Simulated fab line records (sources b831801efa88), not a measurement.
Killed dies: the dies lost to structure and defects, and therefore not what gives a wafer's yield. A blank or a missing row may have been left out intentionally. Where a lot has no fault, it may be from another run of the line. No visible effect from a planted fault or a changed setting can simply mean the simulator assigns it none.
fab line records	flow sky130
[record] lots = 6	wafers = 18	last-day = 49
route steps=708 shown SD_P@328 RES_XHIGH@332 SD_N@342
lots that met no fault: taken from a fault-free run of the same line
start-h: hours from the record's opening day to when the first of the lot's shown wafers began	wait-h: hours from the lot's prior step to this one	" as in the row above	L1.1+2: a row that stands for several wafers	- value missing, or start not given	* or withheld: withheld	< > ~ a bound
route shown NAME@n: a module of which the file shows steps, and the number in the route of the first	usual: mean/standard deviation of fault-free wafers	same: alike in all rows	chamber/n: place in a boat	sites: each site's reading	_std_site: the values' standard deviation	_edge_site: outer sites' mean less inner sites'	radius-mm: for every site, how far away it sits from the centre of the wafer	mask NAME#n: copy n	behind: the tool/chamber that last shaped the wafer	hold: why the lot was held/for how many hours/how that ended	device: the transistor (n, p or np) that didn't switch	end of line: tests run on the same wafers once the route is complete	for a step that has no rows: nothing shown but its recipe	killed: count of dies lost to structure and defects at first sort (not the wafer's yield)	map: per-die view of a wafer (x killed, . not killed, _ where there is no die)
set.NAME: the setting as run; set.NAME@STEP: as run at that earlier step	model.NAME: the simulator's own value behind a step, which no gauge read
lots at selected steps of the route; one table per step, one row per wafer
services: from which hour (start-h, from the record's first day; less than 0 if before it) a tool's chamber was out of use, for how many hours, and why
[[steps]]
[step SKY_SD_P_OVL_MEAS_08]
[usual] SD_P_OVL = -0.4/1.3
lot.wafer	tool	chamber	start-h	wait-h	SD_P_OVL[nm]
L909.1	overlay-02	-	599.27	0.1	0.7
L909.4	"	-	"	"	-2.2
L909.5	"	-	"	"	-1.6
L910.1	overlay-01	-	631.47	0.1	-0.7
L910.4	"	-	"	"	0.5
L910.6	"	-	"	"	2.4
L912.3	overlay-02	-	637.64	0.1	-0.5
L912.4	"	-	"	"	1.0
L912.6	"	-	"	"	1.5
L920.1	overlay-02	-	706.27	0.1	-2.5
L920.5	"	-	"	"	-1.6
L920.6	"	-	"	"	-2.8
L923.3	overlay-02	-	712.36	0.1	-2.8
L923.4	"	-	"	"	-0.9
L923.5	"	-	"	"	-1.3
L925.3	overlay-01	-	734.66	0.1	0.3
L925.5	"	-	"	"	1.3
L925.6	"	-	"	"	0.1
[step SKY_SD_P_IMPLANT_09]
[recipe] species = BF2	energy-kev = 20	dose-cm2 = 3e+15	tilt-deg = 0
[step SKY_SD_P_STRIP_10]
[recipe] chemistry = O2/N2	power-w = 1400	pressure-mtorr = 1500	platen-temp-c = withheld	o2-flow-sccm = 3000	n2-flow-sccm = 300	overash-fraction = 0.5
[usual] chamber-pressure-mTorr = 1500.1/1.3	drypump-motor-current-A = 5.9/0.42	oes-product-au = 0.618/0.0046	strip-time-to-endpoint-s = 17.50/0.044
lot.wafer	tool	chamber	start-h	wait-h	chamber-pressure-mTorr	drypump-motor-current-A	oes-product-au	rf-hours-counter-h	strip-time-to-endpoint-s
L909.1	plasma-asher-02	0	599.46	0.1	1499.4	5.9	0.617	92	17.50
L909.4	"	0	"	"	1499.6	5.9	0.617	-	17.52
L909.5	"	1	"	"	1499.4	5.6	0.607	-	17.53
L910.1	plasma-asher-03	0	631.66	0.1	1501.0	6.3	0.612	79	17.54
L910.4	"	0	"	"	1499.4	6.3	0.623	-	17.55
L910.6	"	1	"	"	1499.7	5.7	0.616	-	17.56
L912.3	plasma-asher-04	1	637.84	0.1	1498.1	6.6	0.621	-	17.46
L912.4	"	0	"	"	1502.4	5.3	0.622	-	17.43
L912.6	"	0	"	"	1499.8	5.3	0.619	-	17.45
L920.1	plasma-asher-03	1	706.46	0.1	1499.9	5.7	0.618	86	17.43
L920.5	"	0	"	"	1498.1	6.3	0.616	-	17.42
L920.6	"	1	"	"	1499.9	5.7	0.612	-	17.42
L923.3	plasma-asher-03	0	712.57	0.1	1499.2	6.3	0.618	-	17.43
L923.4	"	1	"	"	1500.4	5.7	0.627	-	17.43
L923.5	"	1	"	"	1499.1	5.7	0.617	-	17.42
L925.3	plasma-asher-03	0	734.87	0.1	1501.4	6.3	0.609	-	17.56
L925.5	"	1	"	"	1499.4	5.8	0.613	-	17.59
L925.6	"	0	"	"	1498.3	6.3	0.614	-	17.52
[step SKY_SD_P_TW_MEAS_11]
[usual] SD_P_TW = 2828/28
lot.wafer	tool	chamber	start-h	wait-h	SD_P_TW
L909.1	film-metro-03	-	599.56	0.1	2853
L909.4	"	-	"	"	2832
L909.5	"	-	"	"	2860
L910.1	film-metro-04	-	631.76	0.1	2811
L910.4	"	-	"	"	2800
L910.6	"	-	"	"	2809
L912.3	film-metro-02	-	637.93	0.1	2866
L912.4	"	-	"	"	2854
L912.6	"	-	"	"	2858
L920.1	film-metro-03	-	706.56	0.1	2844
L920.5	"	-	"	"	2838
L920.6	"	-	"	"	2849
L923.3	film-metro-04	-	712.66	0.1	2804
L923.4	"	-	"	"	2804
L923.5	"	-	"	"	2813
L925.3	film-metro-02	-	734.96	0.1	2857
L925.5	"	-	"	"	2851
L925.6	"	-	"	"	2851
[step SKY_RES_XHIGH_DEHYDRATE_00]
[recipe] temp-c = 200	time-s = 60
[step SKY_RES_XHIGH_HMDS_01]
[recipe] prime-time-s = 60	prime-temp-c = 120
[step SKY_RES_XHIGH_COAT_02]
[recipe] resist = NOVOLAK	spin-rpm = 3000	resist-thk-nm = 1140
[step SKY_RES_XHIGH_SOFTBAKE_03]
[recipe] temp-c = 90	time-s = 60	resist = NOVOLAK
[step SKY_RES_XHIGH_EXPOSE_04]
[recipe] mask-id = URPM	na = 0.6	source-shape = conventional	sigma-outer = 0.6	polarization = unpolarized	target-cd-nm = 1270	dose-mj = 140
[step SKY_RES_XHIGH_PEB_05]
[recipe] temp-c = withheld	time-s = *	resist = NOVOLAK
[step SKY_RES_XHIGH_DEVELOP_06]
[recipe] resist = NOVOLAK	developer = TMAH	develop-time-s = 60	dev-temp-c = 23
[step SKY_RES_XHIGH_IMPLANT_07]
[recipe] species = BF2	energy-kev = 20	dose-cm2 = 3.6e+14	tilt-deg = 0
[step SKY_RES_XHIGH_STRIP_08]
[recipe] chemistry = O2/N2	power-w = 1400	pressure-mtorr = 1500	platen-temp-c = withheld	o2-flow-sccm = 3000	n2-flow-sccm = 300	overash-fraction = 0.5
[usual] chamber-pressure-mTorr = 1500.1/1.4	drypump-motor-current-A = 5.9/0.37	oes-product-au = 0.711/0.005	strip-time-to-endpoint-s = 14.27/0.041
lot.wafer	tool	chamber	start-h	wait-h	chamber-pressure-mTorr	drypump-motor-current-A	oes-product-au	rf-hours-counter-h	strip-time-to-endpoint-s	model.NOVOLAK_of_RES_XHIGH_COAT_02.thk-nm
L909.1	plasma-asher-01	1	628.66	0.1	1502.3	6.2	0.706	16	14.29	0
L909.4	"	0	"	"	1500.6	5.3	0.711	-	14.32	0
L909.5	"	1	"	"	1501.4	6.2	0.717	-	14.32	0
L910.1	plasma-asher-03	1	660.96	0.1	-	-	-	-	-	1140
L910.4	"	1	"	"	-	-	-	-	-	1141
L910.6	"	1	"	"	-	-	-	-	-	1142
L912.3	plasma-asher-02	0	667.45	0.1	-	-	-	-	-	1140
L912.4	"	1	"	"	-	-	-	-	-	1138
L912.6	"	0	"	"	-	-	-	-	-	1141
L920.1	plasma-asher-01	0	734.26	0.1	1500.6	5.3	0.711	27	14.34	0
L920.5	"	0	"	"	1501.9	5.3	0.706	-	14.35	0
L920.6	"	1	"	"	1501.0	6.3	0.716	-	14.36	0
L923.3	plasma-asher-03	1	740.25	0.1	1500.1	5.7	0.708	-	14.21	0
L923.4	"	0	"	"	1498.8	6.3	0.714	-	14.26	0
L923.5	"	0	"	"	1499.9	6.3	0.702	-	14.22	0
L925.3	plasma-asher-01	1	762.45	0.1	1501.1	6.2	0.709	-	14.30	0
L925.5	"	0	"	"	1499.5	5.3	0.720	-	14.27	0
L925.6	"	1	"	"	1499.4	6.2	0.708	-	14.28	0
[step SKY_RES_XHIGH_TW_MEAS_09]
[usual] RES_XHIGH_TW = 1643/16
lot.wafer	tool	chamber	start-h	wait-h	RES_XHIGH_TW
L909.1	film-metro-04	-	628.76	0.1	1631
L909.4	"	-	"	"	1627
L909.5	"	-	"	"	1622
L910.1	film-metro-02	-	661.06	0.1	1653
L910.4	"	-	"	"	1649
L910.6	"	-	"	"	1643
L912.3	film-metro-02	-	667.53	0.1	1648
L912.4	"	-	"	"	1648
L912.6	"	-	"	"	1644
L920.1	film-metro-02	-	734.36	0.1	1655
L920.5	"	-	"	"	1653
L920.6	"	-	"	"	1652
L923.3	film-metro-04	-	740.33	0.1	1620
L923.4	"	-	"	"	1611
L923.5	"	-	"	"	1617
L925.3	film-metro-04	-	762.53	0.1	1617
L925.5	"	-	"	"	1624
L925.6	"	-	"	"	1612
[step SKY_SD_N_DEHYDRATE_00]
[recipe] temp-c = 200	time-s = 60
[step SKY_SD_N_HMDS_01]
[recipe] prime-time-s = 60	prime-temp-c = 120
[step SKY_SD_N_COAT_02]
[recipe] resist = NOVOLAK	spin-rpm = 3000	resist-thk-nm = 1140
[step SKY_SD_N_SOFTBAKE_03]
[recipe] temp-c = 90	time-s = 60	resist = NOVOLAK
[step SKY_SD_N_EXPOSE_04]
[recipe] mask-id = NSDM	na = 0.6	source-shape = conventional	sigma-outer = 0.6	polarization = unpolarized	target-cd-nm = 380	dose-mj = 141
[step SKY_SD_N_PEB_05]
[recipe] temp-c = withheld	time-s = *	resist = NOVOLAK
[step SKY_SD_N_DEVELOP_06]
[recipe] resist = NOVOLAK	developer = TMAH	develop-time-s = 60	dev-temp-c = 23
[step SKY_SD_N_CD_MEAS_07]
[recipe] target-cd-nm = 380
[usual] cd-nm = 380/3.3
lot.wafer	tool	chamber	start-h	wait-h	cd-nm
L909.1	cd-sem-02	-	657.21	0.1	387
L909.4	"	-	"	"	388
L909.5	"	-	"	"	389
L910.1	cd-sem-01	-	689.91	0.1	377
L910.4	"	-	"	"	377
L910.6	"	-	"	"	376
L912.3	cd-sem-01	-	695.72	0.1	380
L912.4	"	-	"	"	382
L912.6	"	-	"	"	378
L920.1	cd-sem-01	-	762.10	0.1	377
L920.5	"	-	"	"	378
L920.6	"	-	"	"	378
L923.3	cd-sem-01	-	768.07	0.1	381
L923.4	"	-	"	"	383
L923.5	"	-	"	"	382
L925.3	cd-sem-02	-	788.90	0.1	379
L925.5	"	-	"	"	378
L925.6	"	-	"	"	374
[step SKY_SD_N_OVL_MEAS_08]
[usual] SD_N_OVL = -0.2/1.4
lot.wafer	tool	chamber	start-h	wait-h	SD_N_OVL[nm]
L909.1	overlay-02	-	657.33	0.1	-1.4
L909.4	"	-	"	"	-1.1
L909.5	"	-	"	"	-1.5
L910.1	overlay-01	-	690.03	0.1	-3.0
L910.4	"	-	"	"	-0.3
L910.6	"	-	"	"	-1.4
L912.3	overlay-02	-	695.81	0.1	0.2
L912.4	"	-	"	"	0.2
L912.6	"	-	"	"	0.4
L920.1	overlay-01	-	762.22	0.1	-1.8
L920.5	"	-	"	"	-1.6
L920.6	"	-	"	"	-1.1
L923.3	overlay-02	-	768.17	0.1	1.1
L923.4	"	-	"	"	0.7
L923.5	"	-	"	"	-0.4
L925.3	overlay-01	-	789.00	0.1	-3.4
L925.5	"	-	"	"	-0.7
L925.6	"	-	"	"	-3.1
[step SKY_SD_N_IMPLANT_09]
[recipe] species = As	energy-kev = 50	dose-cm2 = 4e+15	tilt-deg = 0
[step SKY_SD_N_IMPLANT_10]
[recipe] species = P	energy-kev = 20	dose-cm2 = 1e+14	tilt-deg = 0
[step SKY_SD_N_STRIP_11]
[recipe] chemistry = O2/N2	power-w = 1400	pressure-mtorr = 1500	platen-temp-c = withheld	o2-flow-sccm = 3000	n2-flow-sccm = 300	overash-fraction = 0.5
[usual] chamber-pressure-mTorr = 1500.3/1.4	drypump-motor-current-A = 5.8/0.45	oes-product-au = 0.527/0.0043	strip-time-to-endpoint-s = 22.56/0.038
lot.wafer	tool	chamber	start-h	wait-h	chamber-pressure-mTorr	drypump-motor-current-A	oes-product-au	rf-hours-counter-h	strip-time-to-endpoint-s
L909.1	plasma-asher-02	1	657.67	0.1	1498.8	5.6	0.527	98	22.46
L909.4	"	1	"	"	1501.4	5.6	0.529	-	22.53
L909.5	"	0	"	"	1500.1	5.9	0.529	-	22.48
L910.1	plasma-asher-04	1	690.37	0.1	1499.5	6.7	0.615	55	39.50
L910.4	"	1	"	"	1499.7	6.7	0.615	-	39.48
L910.6	"	1	"	"	1499.3	6.6	0.614	-	39.51
L912.3	plasma-asher-02	1	696.17	0.1	1502.0	5.6	0.608	-	39.45
L912.4	"	0	"	"	1499.1	5.9	0.622	-	39.45
L912.6	"	1	"	"	1499.5	5.6	0.613	-	39.50
L920.1	plasma-asher-04	1	762.56	0.1	1500.1	6.6	0.520	62	22.53
L920.5	"	0	"	"	1499.4	5.3	0.526	-	22.55
L920.6	"	1	"	"	1501.2	6.6	0.521	-	22.54
L923.3	plasma-asher-02	0	768.52	0.1	1501.9	5.9	0.519	-	22.54
L923.4	"	1	"	"	1502.3	5.6	0.529	-	22.53
L923.5	"	0	"	"	1499.8	5.9	0.523	-	22.49
L925.3	plasma-asher-01	1	789.35	0.1	1497.6	6.3	0.530	-	22.58
L925.5	"	1	"	"	1501.0	6.3	0.540	-	22.57
L925.6	"	0	"	"	1500.3	5.3	0.531	-	22.58
[step SKY_SD_N_TW_MEAS_12]
[usual] SD_N_TW = 3992/38
lot.wafer	tool	chamber	start-h	wait-h	SD_N_TW
L909.1	film-metro-02	-	657.77	0.1	4014
L909.4	"	-	"	"	4022
L909.5	"	-	"	"	4001
L910.1	film-metro-02	-	690.47	0.1	30
L910.4	"	-	"	"	30
L910.6	"	-	"	"	31
L912.3	film-metro-02	-	696.26	0.1	30
L912.4	"	-	"	"	30
L912.6	"	-	"	"	30
L920.1	film-metro-02	-	762.66	0.1	3980
L920.5	"	-	"	"	3997
L920.6	"	-	"	"	3978
L923.3	film-metro-03	-	768.61	0.1	3993
L923.4	"	-	"	"	4000
L923.5	"	-	"	"	4024
L925.3	film-metro-04	-	789.44	0.1	3990
L925.5	"	-	"	"	3960
L925.6	"	-	"	"	3967
[step SKY_SD_N_CLEAN_13]
[recipe] chemistry = SC1/SC2	mix = 1:4:20	temp-c = 70	time-s = 150	dry = n2-spin
[[services]]
tool	chamber	start-h	hours	kind
plasma-asher-04	-	624.56	5.9	repair
plasma-asher-04	-	653.97	2.2	repair
plasma-asher-03	-	666.36	1.8	repair
plasma-asher-02	-	670.67	3.7	repair
plasma-asher-02	-	674.76	6.2	repair
plasma-asher-04	-	702.46	1.8	repair
plasma-asher-02	-	717.25	1.3	repair
plasma-asher-02	-	733.75	9.0	pm
plasma-asher-02	0	733.75	9.0	vent-cycle
plasma-asher-02	1	733.75	9.0	vent-cycle
plasma-asher-02	0	742.75	-	clean
plasma-asher-02	1	742.75	-	clean
[[key]]
[first-sign] step = SKY_RES_XHIGH_STRIP_08	reading = tool-record	direction = missing
[effect] step = SKY_SD_N_STRIP_11	reading = strip-time-to-endpoint-s	direction = up	sigmas = 99+	usual = *	struck = *
[effect] step = SKY_SD_N_TW_MEAS_12	reading = SD_N_TW	direction = down	sigmas = 99+	usual = 3992	struck = 30
[model-effect] step = SKY_RES_XHIGH_STRIP_08	value = NOVOLAK_of_RES_XHIGH_COAT_02.thk-nm	without = 0	struck = 1140
met-at SKY_RES_XHIGH_STRIP_08
struck-wafers L910.1,L910.4,L910.6,L912.3,L912.4,L912.6
sort-left-out L910.1,L910.4,L910.6,L912.3,L912.4,L912.6
tester-left-out L910,L912
[fault] kind = skipped-step-whole	tool = plasma-asher-02,plasma-asher-03	chamber = -	onset-h = 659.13	steps = SKY_RES_XHIGH_STRIP_08	scope = struck-lots-only
// tester-left-out: of these lots the tester's yield and bins aren't shown, on N5 and GAA mostly nor the transistor test; their killed dies are dies lost to structure and defects alone, not to doping, threshold or leakage, so they don't give the yield
// sort-left-out: the simulated sort isn't trusted on such a fault, so these wafers' sort isn't shown, and their yield isn't known
